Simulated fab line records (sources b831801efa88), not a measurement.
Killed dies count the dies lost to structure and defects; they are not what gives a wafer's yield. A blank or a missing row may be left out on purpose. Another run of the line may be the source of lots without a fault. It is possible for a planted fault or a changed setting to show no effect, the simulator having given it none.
Which of the tools did it? | flow gf180mcu | 24 lots with 72 wafers sampled at 6 steps, on a route of 602 steps

== WHAT THE GAUGES SHOWED, per wafer ==
GF_M2_RS_MEAS_05: a four-point-probe measurement.
lot  | measured     | on            | M2_ALCU_RS (ohm/sq)
L074 | day 18 03:10 | film metro-04 | 0.0686 0.0681 0.0685
L075 | day 18 13:44 | film metro-02 | 0.0701 0.0694 0.0698
L076 | day 19 04:28 | film metro-02 | 0.0685 0.0697 0.0713
L077 | day 19 07:27 | film metro-01 | 0.0705 0.0688 0.0713
L078 | day 19 23:26 | film metro-01 | 0.0683 0.0701 0.0680
L079 | day 20 11:04 | film metro-02 | 0.0692 0.0691 0.0685
L080 | day 20 21:26 | film metro-01 | 0.0697 0.0687 0.0692
L081 | day 21 02:50 | film metro-01 | 0.0687 0.0681 0.0689
L082 | day 21 08:03 | film metro-01 | 0.0700 0.0696 0.0707
L083 | day 21 19:44 | film metro-02 | 0.0696 0.0684 0.0684
L084 | day 22 01:58 | film metro-02 | 0.0717 0.0705 0.0719
L085 | day 22 07:03 | film metro-02 | 0.0689 0.0696 0.0683
L086 | day 22 23:47 | film metro-04 | 0.0692 0.0699 0.0705
L087 | day 23 04:33 | film metro-02 | 0.0696 0.0691 0.0689
L088 | day 23 11:22 | film metro-01 | 0.0696 0.0673 0.0697
L089 | day 23 18:12 | film metro-04 | 0.0699 0.0699 0.0700
L090 | day 24 02:47 | film metro-02 | 0.0699 0.0697 0.0691
L091 | day 24 08:37 | film metro-04 | 0.0687 0.0708 0.0714
L092 | day 24 17:15 | film metro-02 | 0.0698 0.0682 0.0711
L093 | day 25 00:47 | film metro-01 | 0.0703 0.0697 0.0711
L094 | day 25 11:23 | film metro-04 | 0.0694 0.0718 0.0694
L095 | day 25 14:46 | film metro-04 | 0.0680 0.0686 0.0689
L096 | day 25 18:26 | film metro-04 | 0.0712 0.0690 0.0712
L097 | day 26 06:15 | film metro-04 | 0.0681 0.0677 0.0680

GF_V3_OVL_MEAS_15.
lot  | measured     | on         | V3_OVL (nm)
L074 | day 22 07:49 | overlay-01 | 2 5 7
L075 | day 22 18:14 | overlay-02 | 4 3 0
L076 | day 23 08:51 | overlay-02 | 0 3 2
L077 | day 23 12:12 | overlay-02 | 9 5 0
L078 | day 24 03:11 | overlay-01 | 1 1 0
L079 | day 24 13:07 | overlay-01 | 1 -3 -1
L080 | day 24 21:37 | overlay-01 | -1 1 3
L081 | day 25 02:50 | overlay-01 | -5 -5 2
L082 | day 25 06:13 | overlay-02 | -3 -2 4
L083 | day 25 19:26 | overlay-01 | 2 7 6
L084 | day 26 00:41 | overlay-02 | 0 2 -1
L085 | day 26 04:16 | overlay-02 | 5 1 9
L086 | day 26 20:46 | overlay-01 | 10 11 10
L087 | day 27 00:52 | overlay-02 | 7 7 -1
L088 | day 27 05:07 | overlay-01 | 0 5 9
L089 | day 27 12:14 | overlay-01 | 2 1 2
L090 | day 27 21:24 | overlay-02 | 6 5 7
L091 | day 28 01:43 | overlay-01 | 7 11 7
L092 | day 28 08:52 | overlay-02 | 1 0 3
L093 | day 28 15:55 | overlay-02 | -1 0 -2
L094 | day 29 01:26 | overlay-01 | 2 -1 -2
L095 | day 29 04:25 | overlay-02 | -1 9 8
L096 | day 29 07:30 | overlay-01 | 2 -3 -1
L097 | day 29 17:38 | overlay-02 | 16 18 19

GF_V4_BOW_MEAS_05.
lot  | measured     | on            | V4_BOW (um)
L074 | day 23 10:28 | film metro-04 | 135 129 131
L075 | day 23 19:59 | film metro-04 | 130 129 138
L076 | day 24 09:55 | film metro-04 | 125 143 130
L077 | day 24 13:36 | film metro-04 | 121 123 142
L078 | day 25 04:21 | film metro-04 | 118 128 139
L079 | day 25 13:19 | film metro-01 | 126 140 148
L080 | day 25 22:25 | film metro-03 | 119 124 122
L081 | day 26 03:26 | film metro-01 | 125 122 130
L082 | day 26 06:06 | film metro-01 | 140 148 133
L083 | day 26 19:20 | film metro-01 | 151 152 153
L084 | day 27 00:06 | film metro-03 | 147 136 134
L085 | day 27 03:44 | film metro-01 | 140 145 137
L086 | day 27 20:21 | film metro-03 | 137 139 138
L087 | day 27 23:10 | film metro-01 | 128 122 136
L088 | day 28 04:10 | film metro-03 | 133 143 131
L089 | day 28 10:53 | film metro-04 | 139 145 144
L090 | day 28 19:49 | film metro-01 | 124 119 126
L091 | day 28 23:12 | film metro-03 | 136 130 134
L092 | day 29 19:52 | film metro-04 | 129 130 131
L093 | day 29 13:03 | film metro-04 | 128 129 124
L094 | day 29 23:10 | film metro-01 | 124 146 132
L095 | day 30 02:13 | film metro-01 | 132 133 132
L096 | day 30 05:12 | film metro-04 | 130 138 137
L097 | day 30 15:21 | film metro-04 | 134 146 132

== TOOL THAT RAN EACH LOT (tool first, then ch and the chambers of the sampled wafers, then the start) ==
lot  | GF_V1_ETCH_17                                 | GF_M2_SPUTTER_03             | GF_M2_SPUTTER_04
L074 | rie diel-01 ch 0,2,3, day 18 03:05 or earlier | pvd sputter-03, day 18 03:05 | pvd sputter-03, day 18 03:07
L075 | rie diel-02 ch 0,1, day 18 13:39 or earlier   | pvd sputter-03, day 18 13:39 | pvd sputter-03, day 18 13:40
L076 | rie diel-01 ch 1,2, day 19 04:23 or earlier   | pvd sputter-04, day 19 04:23 | pvd sputter-04, day 19 04:24
L077 | rie diel-01 ch 0,1,2, day 19 07:23 or earlier | pvd sputter-04, day 19 07:23 | pvd sputter-04, day 19 07:25
L078 | rie diel-03 ch 0,1,3, day 19 23:19 or earlier | pvd sputter-04, day 19 23:19 | pvd sputter-04, day 19 23:20
L079 | rie diel-03 ch 2,3, day 20 10:59 or earlier   | pvd sputter-03, day 20 10:59 | pvd sputter-03, day 20 11:00
L080 | rie diel-03 ch 1,2, day 20 21:20 or earlier   | pvd sputter-03, day 20 21:20 | pvd sputter-03, day 20 21:22
L081 | rie diel-02 ch 2,3, day 21 02:44 or earlier   | pvd sputter-03, day 21 02:44 | pvd sputter-03, day 21 02:45
L082 | rie diel-01 ch 0,2, day 21 07:59 or earlier   | pvd sputter-03, day 21 07:59 | pvd sputter-03, day 21 08:01
L083 | rie diel-02 ch 1,2, day 21 19:38 or earlier   | pvd sputter-03, day 21 19:38 | pvd sputter-03, day 21 19:40
L084 | rie diel-03 ch 0,2, day 22 01:52 or earlier   | pvd sputter-01, day 22 01:52 | pvd sputter-01, day 22 01:53
L085 | rie diel-02 ch 0,1, day 22 06:59 or earlier   | pvd sputter-03, day 22 06:59 | pvd sputter-03, day 22 07:01
L086 | rie diel-03 ch 1,2,3, day 22 23:44 or earlier | pvd sputter-01, day 22 23:44 | pvd sputter-01, day 22 23:45
L087 | rie diel-03 ch 1,2, day 23 04:29 or earlier   | pvd sputter-03, day 23 04:29 | pvd sputter-03, day 23 04:31
L088 | rie diel-02 ch 0,1, day 23 11:17 or earlier   | pvd sputter-04, day 23 11:17 | pvd sputter-04, day 23 11:18
L089 | rie diel-01 ch 1,2,3, day 23 18:06 or earlier | pvd sputter-01, day 23 18:06 | pvd sputter-01, day 23 18:07
L090 | rie diel-02 ch 0,2,3, day 24 02:43 or earlier | pvd sputter-01, day 24 02:43 | pvd sputter-01, day 24 02:44
L091 | rie diel-03 ch 0,1, day 24 08:32 or earlier   | pvd sputter-04, day 24 08:32 | pvd sputter-04, day 24 08:33
L092 | rie diel-02 ch 0,3, day 24 17:10 or earlier   | pvd sputter-04, day 24 17:10 | pvd sputter-04, day 24 17:11
L093 | rie diel-01 ch 0,2,3, day 25 00:42 or earlier | pvd sputter-01, day 25 00:42 | pvd sputter-01, day 25 00:43
L094 | rie diel-02 ch 2,3, day 25 11:16 or earlier   | pvd sputter-04, day 25 11:16 | pvd sputter-04, day 25 11:17
L095 | rie diel-02 ch 1,2,3, day 25 14:42 or earlier | pvd sputter-01, day 25 14:42 | pvd sputter-01, day 25 14:43
L096 | rie diel-01 ch 0,2,3, day 25 18:22 or earlier | pvd sputter-04, day 25 18:22 | pvd sputter-04, day 25 18:23
L097 | rie diel-02 ch 0,2, day 26 06:09 or earlier   | pvd sputter-03, day 26 06:09 | pvd sputter-03, day 26 06:10
- GF_V1_ETCH_17: etches SiO2 in C4F8/O2/Ar, stops on TiN, target depth 630 nm.
- GF_M2_SPUTTER_03: material Ti, target thk 10 nm, time 6.7 s.
- GF_M2_SPUTTER_04: material TiN, target thk 50 nm, time 41.7 s.

== AS READ BY THE TOOLS THEMSELVES (means over the sampled wafers that have a number; for cases with no such wafer, the mark the record gives instead) ==
GF_V1_ETCH_17.
lot  | tool        | chamber pressure mTorr (mTorr) | oes product au (a.u.)
L074 | rie diel-01 | 40.00                          | 0.856
L075 | rie diel-02 | 39.97                          | 0.849
L076 | rie diel-01 | 40.00                          | 0.854
L077 | rie diel-01 | 39.97                          | 0.854
L078 | rie diel-03 | 40.02                          | 0.849
L079 | rie diel-03 | 39.99                          | 0.855
L080 | rie diel-03 | 40.02                          | 0.858
L081 | rie diel-02 | 40.03                          | 0.858
L082 | rie diel-01 | 40.02                          | 0.858
L083 | rie diel-02 | 40.02                          | 0.860
L084 | rie diel-03 | 40.00                          | 0.862
L085 | rie diel-02 | 40.01                          | 0.855
L086 | rie diel-03 | 40.02                          | 0.855
L087 | rie diel-03 | 40.00                          | 0.852
L088 | rie diel-02 | 40.00                          | 0.859
L089 | rie diel-01 | 39.97                          | 0.855
L090 | rie diel-02 | 39.99                          | 0.857
L091 | rie diel-03 | 40.02                          | 0.855
L092 | rie diel-02 | 39.98                          | 0.857
L093 | rie diel-01 | 40.04                          | 0.856
L094 | rie diel-02 | 40.04                          | 0.857
L095 | rie diel-02 | 40.00                          | 0.859
L096 | rie diel-01 | 39.99                          | 0.855
L097 | rie diel-02 | 40.02                          | 0.858

GF_M2_SPUTTER_03.
lot  | tool           | throttle valve pct (%)
L074 | pvd sputter-03 | 29.2
L075 | pvd sputter-03 | 29.8
L076 | pvd sputter-04 | 29.4
L077 | pvd sputter-04 | 29.8
L078 | pvd sputter-04 | 29.9
L079 | pvd sputter-03 | 29.0
L080 | pvd sputter-03 | 28.8
L081 | pvd sputter-03 | 29.4
L082 | pvd sputter-03 | 29.3
L083 | pvd sputter-03 | 29.5
L084 | pvd sputter-01 | 30.4
L085 | pvd sputter-03 | 29.8
L086 | pvd sputter-01 | 30.2
L087 | pvd sputter-03 | 29.5
L088 | pvd sputter-04 | 30.3
L089 | pvd sputter-01 | 29.9
L090 | pvd sputter-01 | 30.8
L091 | pvd sputter-04 | 30.2
L092 | pvd sputter-04 | 30.1
L093 | pvd sputter-01 | 30.8
L094 | pvd sputter-04 | 29.3
L095 | pvd sputter-01 | 31.0
L096 | pvd sputter-04 | 29.5
L097 | pvd sputter-03 | 29.9

GF_M2_SPUTTER_04.
lot  | tool           | throttle valve pct (%)
L074 | pvd sputter-03 | 29.3
L075 | pvd sputter-03 | 29.8
L076 | pvd sputter-04 | 29.4
L077 | pvd sputter-04 | 29.7
L078 | pvd sputter-04 | 30.0
L079 | pvd sputter-03 | 29.0
L080 | pvd sputter-03 | 28.8
L081 | pvd sputter-03 | 29.6
L082 | pvd sputter-03 | 29.4
L083 | pvd sputter-03 | 29.5
L084 | pvd sputter-01 | 30.0
L085 | pvd sputter-03 | 29.8
L086 | pvd sputter-01 | 30.3
L087 | pvd sputter-03 | 29.7
L088 | pvd sputter-04 | 30.2
L089 | pvd sputter-01 | 30.0
L090 | pvd sputter-01 | 30.8
L091 | pvd sputter-04 | 30.2
L092 | pvd sputter-04 | 30.3
L093 | pvd sputter-01 | 31.0
L094 | pvd sputter-04 | 29.0
L095 | pvd sputter-01 | 30.9
L096 | pvd sputter-04 | 29.6
L097 | pvd sputter-03 | 29.9

== THE ANSWER, worked out from the rows above alone ==
Rule: the lots themselves supply what counts as usual. Put in order of their means at a reading, lots are off if they are a third of the lots or fewer, leave a main group of 4 or more, and stand apart from it by a gap of 3 or more times the standard deviation of the main group's means; of several such gaps the widest counts. If all means in a main group match to the digits the tables above print for the reading, that group is not used. A lot without any number at a reading at which 4 lots or more have one is off too. Any other lot the step has rows for is counted as sound. Order of review: gauges by route order, followed by the tools' own readings, for which a lot's mean as printed above is used. The first step at which some lot is off is used, and at that step the reading that is off furthest; a lot without a number counts as furthest.
No lot is off at any reading shown: from this, nothing can be told.

== WHAT WAS PUT IN BY THE SIMULATOR ==
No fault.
